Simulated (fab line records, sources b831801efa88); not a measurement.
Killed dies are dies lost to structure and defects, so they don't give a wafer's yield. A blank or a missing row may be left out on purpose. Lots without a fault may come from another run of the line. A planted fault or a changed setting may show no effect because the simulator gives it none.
A struck lot beside a sound one | flow sky130 | 35 steps out of a route of 708
Sound: wafers L831.2, L831.3, L831.4. Struck: wafer L814.4. (L814.1, L814.3 of the same lot were not struck and are left out.) The cause comes at the end.
At each step with rows: each side's tool, then ch and its chambers, then its first start. Under that, the readings that differ: sound wafers | struck wafers | difference of the means | sigmas: that difference in standard deviations of wafers without a fault.
alike: readings whose means differ by less than 2 such deviations, and words and numbers that are the same on both sides. not compared: withheld readings, readings that some wafer has no value for, bounds like >300 that may hide the same value, and numbers for which the record gives no deviation and whose values overlap.
The two part at a step that has a row with sigmas, a row that says differs or no value, or rows on one side only. Numbers that don't overlap but have no deviation are shown without sigmas and don't part them. A reading that every wafer of one side lacks parts them only if that side has two wafers or more.

first, 10 steps without rows for these wafers: SKY_METAL1_EXPOSE_12 (exposes mask MM1, target cd 140 nm); SKY_METAL1_PEB_13; SKY_METAL1_DEVELOP_14 (develop time 60 s); SKY_METAL1_DESCUM_17 (chemistry O2, time 8 s); SKY_METAL1_ETCH_18 (etches BARC in N2/H2, stops on SiO2, time 45.9 s, target depth 60 nm); SKY_METAL1_METAL_ETCH_19 (etches the open film in Cl2/BCl3, stops on SiO2, target depth 360 nm, time 78 s); SKY_METAL1_STRIP_20 (strips in O2/N2); SKY_METAL1_STRIP_21 (strips in post etch residue remover, time 1200 s); SKY_METAL1_CLEAN_22 (cleans in IPA, time 180 s); SKY_METAL1_CLEAN_23 (cleans in O3/DIW).
SKY_VIA1_HDPCVD_00: deposits SiO2, target thk 1030 nm, time 171.7 s.
  sound on hdpcvd-01 ch 0,1,2, day 39 19:30; struck on hdpcvd-02 ch 0,1,2, day 35 02:15
then, 23 steps without rows for these wafers: SKY_VIA1_CMP_02 (polishes SiO2); SKY_VIA1_DEHYDRATE_04 (time 60 s); SKY_VIA1_HMDS_05 (prime time 60 s); SKY_VIA1_COAT_06 (resist thk 60 nm); SKY_VIA1_COAT_07 (resist thk 450 nm); SKY_VIA1_SOFTBAKE_08 (time 90 s); SKY_VIA1_EXPOSE_09 (exposes mask VIM, target cd 150 nm); SKY_VIA1_PEB_10; SKY_VIA1_DEVELOP_11 (develop time 60 s); SKY_VIA1_ETCH_14 (etches BARC in N2/H2, stops on SiO2, time 45.9 s, target depth 60 nm); SKY_VIA1_ETCH_15 (etches SiO2 in C4F8/O2/Ar, stops on TiN, target depth 351 nm, time 54 s); SKY_VIA1_STRIP_16 (strips in O2/N2); SKY_VIA1_STRIP_17 (strips in post etch residue remover, time 1200 s); SKY_VIA1_CLEAN_18 (cleans in IPA, time 180 s); SKY_VIA1_CLEAN_19 (cleans in O3/DIW); SKY_VIA1_SPUTTER_20 (material TiN, target thk 20 nm, time 80 s); SKY_VIA1_CVD_21 (deposits W, target thk 270 nm, time 80.902 s); SKY_VIA1_CMP_24 (polishes, stops on SiO2, t overpolish 15 s, target thk 0 nm); SKY_METAL2_SPUTTER_00 (material Ti, target thk 15 nm, time 10 s); SKY_METAL2_SPUTTER_01 (material TiN, target thk 20 nm, time 16.7 s); SKY_METAL2_SPUTTER_02 (material AlCu, target thk 250 nm, time 13.3 s); SKY_METAL2_SPUTTER_03 (material Ti, target thk 5 nm, time 3.3 s); SKY_METAL2_SPUTTER_04 (material TiN, target thk 70 nm, time 58.3 s).
-- the record jumps here: 12 days lie between the struck wafers' starts before and after (it left off in module METAL2 and takes up again in module PAD_OPEN, whose first step shown is number 708 of the route) --
SKY_PAD_OPEN_PROBE_99:
  sound on prober-01, day 50 22:30; struck on prober-02, day 47 11:42
  reading                               | sound               | struck | difference | sigmas
  defect_limited_yield (%)              | 82.1 80.7 82.5      | 75.4   | -6.4       | -3
  killed_at_M0_to_M3                    | 51 59 40            | 95     | +45        | +7
  killed_dies                           | 88 95 86            | 121    | +31        | +3
  killed_on_rim                         | 19 20 12            | 28     | +11        | +3
  killed_short                          | 42 46 42            | 27     | -16        | -2
  sort_bin_3_pad_short (%)              | 0.8 0.6 0.6         | 6.7    | +6.0       | +14
  sort_n_pass                           | 404 397 406         | 371    | -31        | -3
  sort_yield_pct (%)                    | 82.1 80.7 82.5      | 75.4   | -6.4       | -3
  model.etest.tester.sort_n_pass        | 404 397 406         | 371    | -31        |
  model.etest.tester.sort_yield_pct (%) | 82.11 80.69 82.52   | 75.41  | -6.36      |
  model.etest.tester.sort_bin_5_pct (%) | 10.77 10.37 11.79   | 12.2   | +1.2       |
  model.etest.tester.sort_bin_3_pct (%) | 0.813 0.6098 0.6098 | 6.707  | +6.029     |
  alike: killed_at_M4_up, killed_at_contacts, killed_at_front_end, killed_at_other, killed_open, sort_bin_5_function, sort_bin_6_memory

WHERE THEY PART
Only at SKY_PAD_OPEN_PROBE_99, within this record.

WHY: what the simulator had put in
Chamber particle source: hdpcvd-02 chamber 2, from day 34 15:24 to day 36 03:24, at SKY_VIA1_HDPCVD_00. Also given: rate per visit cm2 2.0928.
